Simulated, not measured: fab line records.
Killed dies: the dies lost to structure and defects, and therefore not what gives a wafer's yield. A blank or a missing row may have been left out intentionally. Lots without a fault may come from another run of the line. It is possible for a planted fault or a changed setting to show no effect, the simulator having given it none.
The tool behind it: which one? || flow sky130 || Sampling: 13 lots, 39 wafers, 5 of 708 route steps

== WHAT THE GAUGES SHOWED, per wafer ==
SKY_VT_ADJUST_NCORE_OVL_MEAS_08. Usual: VT_ADJUST_NCORE_OVL typically reads 0.3 nm, with standard deviation 1.2.
{"lot": "L239", "measured": "day 9 00:19", "on": "overlay-02", "VT_ADJUST_NCORE_OVL (nm)": "1.2 -0.1 -0.6", "flag": ""}
{"lot": "L242", "measured": "day 9 17:52", "on": "overlay-02", "VT_ADJUST_NCORE_OVL (nm)": "0.7 3.9 1.2", "flag": ""}
{"lot": "L243", "measured": "day 10 03:57", "on": "overlay-01", "VT_ADJUST_NCORE_OVL (nm)": "2.0 0.8 2.2", "flag": ""}
{"lot": "L244", "measured": "day 10 06:05", "on": "overlay-02", "VT_ADJUST_NCORE_OVL (nm)": "1.5 0.5 1.9", "flag": ""}
{"lot": "L250", "measured": "day 12 13:34", "on": "overlay-02", "VT_ADJUST_NCORE_OVL (nm)": "-1.2 -0.8 -1.6", "flag": ""}
{"lot": "L251", "measured": "day 12 22:50", "on": "overlay-02", "VT_ADJUST_NCORE_OVL (nm)": "2.3 -1.4 -1.0", "flag": ""}
{"lot": "L253", "measured": "day 13 06:22", "on": "overlay-01", "VT_ADJUST_NCORE_OVL (nm)": "1.5 0.8 -1.5", "flag": ""}
{"lot": "L255", "measured": "day 13 19:25", "on": "overlay-02", "VT_ADJUST_NCORE_OVL (nm)": "0.4 0.0 -0.2", "flag": ""}
{"lot": "L254", "measured": "day 13 20:32", "on": "overlay-02", "VT_ADJUST_NCORE_OVL (nm)": "0.0 0.1 1.5", "flag": ""}
{"lot": "L256", "measured": "day 14 05:32", "on": "overlay-02", "VT_ADJUST_NCORE_OVL (nm)": "-1.9 -0.1 -1.2", "flag": ""}
{"lot": "L257", "measured": "day 14 11:25", "on": "overlay-02", "VT_ADJUST_NCORE_OVL (nm)": "0.0 1.8 1.6", "flag": ""}
{"lot": "L258", "measured": "day 14 14:57", "on": "overlay-01", "VT_ADJUST_NCORE_OVL (nm)": "3.1 1.2 0.7", "flag": ""}
{"lot": "L260", "measured": "day 15 09:15", "on": "overlay-02", "VT_ADJUST_NCORE_OVL (nm)": "0.0 0.9 1.1", "flag": ""}

SKY_VT_ADJUST_NCORE_TW_MEAS_11. Usual: VT_ADJUST_NCORE_TW typically reads 218.7, with standard deviation 1.7.
{"lot": "L239", "measured": "day 9 00:38", "on": "film metro-03", "VT_ADJUST_NCORE_TW": "220.8 221.3 219.0", "flag": ""}
{"lot": "L242", "measured": "day 9 18:10", "on": "film metro-02", "VT_ADJUST_NCORE_TW": "217.9 217.5 219.3", "flag": ""}
{"lot": "L243", "measured": "day 10 04:14", "on": "film metro-03", "VT_ADJUST_NCORE_TW": "218.3 218.4 218.9", "flag": ""}
{"lot": "L244", "measured": "day 10 06:22", "on": "film metro-01", "VT_ADJUST_NCORE_TW": "219.6 220.2 219.8", "flag": ""}
{"lot": "L250", "measured": "day 12 13:51", "on": "film metro-02", "VT_ADJUST_NCORE_TW": "216.8 216.5 217.5", "flag": ""}
{"lot": "L251", "measured": "day 12 23:07", "on": "film metro-02", "VT_ADJUST_NCORE_TW": "216.5 216.6 216.0", "flag": ""}
{"lot": "L253", "measured": "day 13 06:40", "on": "film metro-01", "VT_ADJUST_NCORE_TW": "220.0 219.0 219.6", "flag": ""}
{"lot": "L255", "measured": "day 13 19:42", "on": "film metro-02", "VT_ADJUST_NCORE_TW": "216.6 216.4 216.7", "flag": ""}
{"lot": "L254", "measured": "day 13 20:50", "on": "film metro-03", "VT_ADJUST_NCORE_TW": "219.5 219.3 218.5", "flag": ""}
{"lot": "L256", "measured": "day 14 05:50", "on": "film metro-02", "VT_ADJUST_NCORE_TW": "215.7 216.0 215.6", "flag": ""}
{"lot": "L257", "measured": "day 14 11:42", "on": "film metro-03", "VT_ADJUST_NCORE_TW": "222.3 222.7 221.1", "flag": ""}
{"lot": "L258", "measured": "day 14 15:14", "on": "film metro-02", "VT_ADJUST_NCORE_TW": "216.9 217.5 217.1", "flag": ""}
{"lot": "L260", "measured": "day 15 09:32", "on": "film metro-02", "VT_ADJUST_NCORE_TW": "215.4 216.1 216.4", "flag": ""}

SKY_VT_ADJUST_PCH_TW_MEAS_10. Usual: VT_ADJUST_PCH_TW typically reads 142.3, with standard deviation 1.1.
{"lot": "L239", "measured": "day 10 19:55", "on": "film metro-03", "VT_ADJUST_PCH_TW": "142.1 142.0 141.8", "flag": ""}
{"lot": "L242", "measured": "day 11 15:53", "on": "film metro-03", "VT_ADJUST_PCH_TW": "152.5 151.7 151.8", "flag": "OFF"}
{"lot": "L243", "measured": "day 12 03:19", "on": "film metro-02", "VT_ADJUST_PCH_TW": "149.3 149.6 149.1", "flag": "OFF"}
{"lot": "L244", "measured": "day 12 04:18", "on": "film metro-02", "VT_ADJUST_PCH_TW": "141.8 141.7 141.1", "flag": ""}
{"lot": "L250", "measured": "day 14 18:16", "on": "film metro-02", "VT_ADJUST_PCH_TW": "141.2 141.3 140.4", "flag": ""}
{"lot": "L251", "measured": "day 15 02:46", "on": "film metro-03", "VT_ADJUST_PCH_TW": "142.4 142.4 143.4", "flag": ""}
{"lot": "L253", "measured": "day 15 11:20", "on": "film metro-02", "VT_ADJUST_PCH_TW": "141.1 140.4 141.0", "flag": ""}
{"lot": "L255", "measured": "day 16 01:45", "on": "film metro-03", "VT_ADJUST_PCH_TW": "143.0 143.8 143.6", "flag": ""}
{"lot": "L254", "measured": "day 16 03:32", "on": "film metro-03", "VT_ADJUST_PCH_TW": "144.3 143.1 143.5", "flag": ""}
{"lot": "L256", "measured": "day 16 11:47", "on": "film metro-04", "VT_ADJUST_PCH_TW": "144.5 144.2 144.1", "flag": ""}
{"lot": "L257", "measured": "day 16 20:01", "on": "film metro-04", "VT_ADJUST_PCH_TW": "143.6 143.2 143.9", "flag": ""}
{"lot": "L258", "measured": "day 17 00:04", "on": "film metro-04", "VT_ADJUST_PCH_TW": "142.9 142.7 143.0", "flag": ""}
{"lot": "L260", "measured": "day 17 18:16", "on": "film metro-03", "VT_ADJUST_PCH_TW": "143.5 143.4 143.2", "flag": ""}

== EACH LOT AND THE TOOL THAT RAN IT (in order: tool; ch and the chambers of the sampled wafers; start) ==
{"lot": "L239", "SKY_NWELL_RTA_28": "rtp anneal-02 ch 0, day 5 17:17", "SKY_VT_ADJUST_PCH_IMPLANT_08": "implanter-03 ch 0, day 10 19:42"}
{"lot": "L242", "SKY_NWELL_RTA_28": "rtp anneal-01 ch 0, day 6 09:38", "SKY_VT_ADJUST_PCH_IMPLANT_08": "implanter-03 ch 0, day 11 15:40"}
{"lot": "L243", "SKY_NWELL_RTA_28": "rtp anneal-01 ch 0, day 6 18:17", "SKY_VT_ADJUST_PCH_IMPLANT_08": "implanter-03 ch 0, day 12 03:04"}
{"lot": "L244", "SKY_NWELL_RTA_28": "rtp anneal-02 ch 0, day 6 20:59", "SKY_VT_ADJUST_PCH_IMPLANT_08": "implanter-01 ch 0, day 12 04:04"}
{"lot": "L250", "SKY_NWELL_RTA_28": "rtp anneal-02 ch 0, day 8 17:39", "SKY_VT_ADJUST_PCH_IMPLANT_08": "implanter-01 ch 0, day 14 18:01"}
{"lot": "L251", "SKY_NWELL_RTA_28": "rtp anneal-02 ch 0, day 9 02:49", "SKY_VT_ADJUST_PCH_IMPLANT_08": "implanter-01 ch 0, day 15 02:31"}
{"lot": "L253", "SKY_NWELL_RTA_28": "rtp anneal-01 ch 0, day 9 10:08", "SKY_VT_ADJUST_PCH_IMPLANT_08": "implanter-03 ch 0, day 15 11:07"}
{"lot": "L255", "SKY_NWELL_RTA_28": "rtp anneal-01 ch 0, day 9 20:56", "SKY_VT_ADJUST_PCH_IMPLANT_08": "implanter-03 ch 0, day 16 01:30"}
{"lot": "L254", "SKY_NWELL_RTA_28": "rtp anneal-02 ch 0, day 9 21:49", "SKY_VT_ADJUST_PCH_IMPLANT_08": "implanter-03 ch 0, day 16 03:17"}
{"lot": "L256", "SKY_NWELL_RTA_28": "rtp anneal-01 ch 0, day 10 02:52", "SKY_VT_ADJUST_PCH_IMPLANT_08": "implanter-02 ch 0, day 16 11:35"}
{"lot": "L257", "SKY_NWELL_RTA_28": "rtp anneal-01 ch 0, day 10 10:01", "SKY_VT_ADJUST_PCH_IMPLANT_08": "implanter-03 ch 0, day 16 19:46"}
{"lot": "L258", "SKY_NWELL_RTA_28": "rtp anneal-02 ch 0, day 10 12:10", "SKY_VT_ADJUST_PCH_IMPLANT_08": "implanter-02 ch 0, day 16 23:49"}
{"lot": "L260", "SKY_NWELL_RTA_28": "rtp anneal-01 ch 0, day 11 01:39", "SKY_VT_ADJUST_PCH_IMPLANT_08": "implanter-02 ch 0, day 17 18:01"}
- SKY_NWELL_RTA_28: time 30 s.
- SKY_VT_ADJUST_PCH_IMPLANT_08

== AS READ BY THE TOOLS THEMSELVES (means over the sampled wafers that have a number; for cases with no such wafer, the mark the record gives instead) ==
SKY_NWELL_RTA_28. Usual: lamp power pct 25.30 %, standard deviation 0.046; ramp down c per s 89.999, standard deviation 0.016; wafer_temp_C_max 1055.0, standard deviation 1.
{"lot": "L239", "tool": "rtp anneal-02", "lamp power pct (%)": 25.39, "ramp down c per s": 89.998, "wafer_temp_C_max": 1055.3, "flag": ""}
{"lot": "L242", "tool": "rtp anneal-01", "lamp power pct (%)": 25.31, "ramp down c per s": 90.014, "wafer_temp_C_max": 1055.3, "flag": ""}
{"lot": "L243", "tool": "rtp anneal-01", "lamp power pct (%)": 25.30, "ramp down c per s": 90.006, "wafer_temp_C_max": 1055.7, "flag": ""}
{"lot": "L244", "tool": "rtp anneal-02", "lamp power pct (%)": 25.29, "ramp down c per s": 90.007, "wafer_temp_C_max": 1055.4, "flag": ""}
{"lot": "L250", "tool": "rtp anneal-02", "lamp power pct (%)": 25.31, "ramp down c per s": 90.001, "wafer_temp_C_max": 1054.8, "flag": ""}
{"lot": "L251", "tool": "rtp anneal-02", "lamp power pct (%)": 25.32, "ramp down c per s": 89.992, "wafer_temp_C_max": 1054.2, "flag": ""}
{"lot": "L253", "tool": "rtp anneal-01", "lamp power pct (%)": 25.32, "ramp down c per s": 90.019, "wafer_temp_C_max": 1055.4, "flag": ""}
{"lot": "L255", "tool": "rtp anneal-01", "lamp power pct (%)": 25.29, "ramp down c per s": 89.995, "wafer_temp_C_max": 1054.7, "flag": ""}
{"lot": "L254", "tool": "rtp anneal-02", "lamp power pct (%)": 25.29, "ramp down c per s": 89.997, "wafer_temp_C_max": 1054.8, "flag": ""}
{"lot": "L256", "tool": "rtp anneal-01", "lamp power pct (%)": 25.30, "ramp down c per s": 90.008, "wafer_temp_C_max": 1055.1, "flag": ""}
{"lot": "L257", "tool": "rtp anneal-01", "lamp power pct (%)": 25.29, "ramp down c per s": 90.015, "wafer_temp_C_max": 1055.9, "flag": ""}
{"lot": "L258", "tool": "rtp anneal-02", "lamp power pct (%)": 25.27, "ramp down c per s": 89.996, "wafer_temp_C_max": 1056.1, "flag": ""}
{"lot": "L260", "tool": "rtp anneal-01", "lamp power pct (%)": 25.30, "ramp down c per s": 89.998, "wafer_temp_C_max": 1055.3, "flag": ""}

SKY_VT_ADJUST_PCH_IMPLANT_08. Usual: beam on s 9.98 s, standard deviation 0.2; end station pressure torr 4.99e-06 Torr, standard deviation 2.7e-07; faraday current uA 2.81, standard deviation 0.055.
{"lot": "L239", "tool": "implanter-03", "beam on s (s)": 9.87, "end station pressure torr (Torr)": 5.22e-06, "faraday current uA": 2.85, "flag": ""}
{"lot": "L242", "tool": "implanter-03", "beam on s (s)": 14.13, "end station pressure torr (Torr)": 1.16e-04, "faraday current uA": 2.02, "flag": "OFF"}
{"lot": "L243", "tool": "implanter-03", "beam on s (s)": 14.41, "end station pressure torr (Torr)": 1.15e-04, "faraday current uA": 1.98, "flag": "OFF"}
{"lot": "L244", "tool": "implanter-01", "beam on s (s)": 10.01, "end station pressure torr (Torr)": 5.03e-06, "faraday current uA": 2.79, "flag": ""}
{"lot": "L250", "tool": "implanter-01", "beam on s (s)": 9.92, "end station pressure torr (Torr)": 4.81e-06, "faraday current uA": 2.82, "flag": ""}
{"lot": "L251", "tool": "implanter-01", "beam on s (s)": 9.98, "end station pressure torr (Torr)": 5.07e-06, "faraday current uA": 2.82, "flag": ""}
{"lot": "L253", "tool": "implanter-03", "beam on s (s)": 9.99, "end station pressure torr (Torr)": 4.97e-06, "faraday current uA": 2.80, "flag": ""}
{"lot": "L255", "tool": "implanter-03", "beam on s (s)": 10.21, "end station pressure torr (Torr)": 5.06e-06, "faraday current uA": 2.75, "flag": ""}
{"lot": "L254", "tool": "implanter-03", "beam on s (s)": 10.01, "end station pressure torr (Torr)": 4.84e-06, "faraday current uA": 2.81, "flag": ""}
{"lot": "L256", "tool": "implanter-02", "beam on s (s)": 10.03, "end station pressure torr (Torr)": 5.05e-06, "faraday current uA": 2.79, "flag": ""}
{"lot": "L257", "tool": "implanter-03", "beam on s (s)": 10.04, "end station pressure torr (Torr)": 5.06e-06, "faraday current uA": 2.81, "flag": ""}
{"lot": "L258", "tool": "implanter-02", "beam on s (s)": 10.14, "end station pressure torr (Torr)": 4.73e-06, "faraday current uA": 2.77, "flag": ""}
{"lot": "L260", "tool": "implanter-02", "beam on s (s)": 10.16, "end station pressure torr (Torr)": 4.89e-06, "faraday current uA": 2.76, "flag": ""}

== THE ANSWER, worked out from the rows above alone ==
Rule: take the mean of a lot's wafers that have a number; if it is more than 3 standard deviations from the usual mean, the lot is off. Also off: a lot with no number at a reading for which 4 or more lots have one. The other lots that the step has rows for count as sound. The gauges are gone through in route order, then the tools' own readings, and for those a lot's mean is taken as printed above. At the first step where some lot is off, the reading lying furthest off is the one used; lots without a number count as furthest.
Off: at SKY_VT_ADJUST_PCH_TW_MEAS_10 (VT_ADJUST_PCH_TW), L242, L243.
A tool fits if, at a process step before that reading, it ran every lot that is off, and no sound lot after the first of them. The gauges at SKY_VT_ADJUST_PCH_TW_MEAS_10 aren't tried: what is off there is off at SKY_VT_ADJUST_PCH_IMPLANT_08 too, on other tools, and a gauge's error can't cause that. None of those tried fits.

== WHAT THE SIMULATOR PUT IN ==
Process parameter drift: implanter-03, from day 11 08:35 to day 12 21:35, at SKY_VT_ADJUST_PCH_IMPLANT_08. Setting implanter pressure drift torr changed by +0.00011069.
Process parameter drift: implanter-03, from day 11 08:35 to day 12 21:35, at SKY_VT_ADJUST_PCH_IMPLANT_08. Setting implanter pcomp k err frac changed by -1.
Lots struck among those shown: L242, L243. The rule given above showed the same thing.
